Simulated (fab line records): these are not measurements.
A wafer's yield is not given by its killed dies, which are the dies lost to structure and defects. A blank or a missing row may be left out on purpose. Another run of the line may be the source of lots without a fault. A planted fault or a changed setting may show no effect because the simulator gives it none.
Chamber matching ; flow sky130 ; 4 sister chambers for SKY_POLY_GATE_ETCH_15 on rie_diel-04
The step etches BARC in N2/H2, stops on SiO2, time 118.5 s, target depth 110 nm. 8 wafers are shown with their chamber, then 7 later ones without.

## WAFERS WITH THEIR CHAMBER
wafer;chamber;drypump_motor_current_A (A);chamber_pressure_mTorr (mTorr)
L796.1;3;5.9;29.989
L797.5;3;5.8;30.026
L797.6;2;6.5;30.035
L805.3;0;5.5;30.008
L805.4;1;5.1;30.042
L805.6;2;6.4;30.014
L812.2;0;5.5;29.990
L812.4;1;5.0;30.003

## WAFERS MISSING THEIR CHAMBER
wafer;drypump_motor_current_A (A);chamber_pressure_mTorr (mTorr)
L812.6;5.9;30.018
L813.2;6.4;30.006
L813.3;5.1;30.038
L813.6;5.9;29.975
L816.1;5.8;30.010
L816.2;6.4;29.947
L816.4;5.5;29.964

## EACH ONE'S CHAMBER
wafer;from the rows above;in truth
L812.6;3;3
L813.2;2;2
L813.3;1;1
L813.6;3;3
L816.1;3;3
L816.2;2;2
L816.4;0;0
Correct placement for 7 of the 7. Left unplaced by these rows: 0. Number placed wrongly: 0.
How it was worked out, from the rows above alone: a wafer's distance from a chamber is the root of the sum, over the readings, of the square of ((its reading less the chamber's mean) divided by the reading's scatter). If the next closest chamber is less than 2 further off than the closest, the wafer can't be placed; otherwise it belongs to the closest. For every chamber, the mean is computed from those of its wafers that are shown. The scatter is the square root of a quotient: the sum, over the shown wafers, of each reading's squared deviation from its chamber's mean, divided by wafers minus chambers.
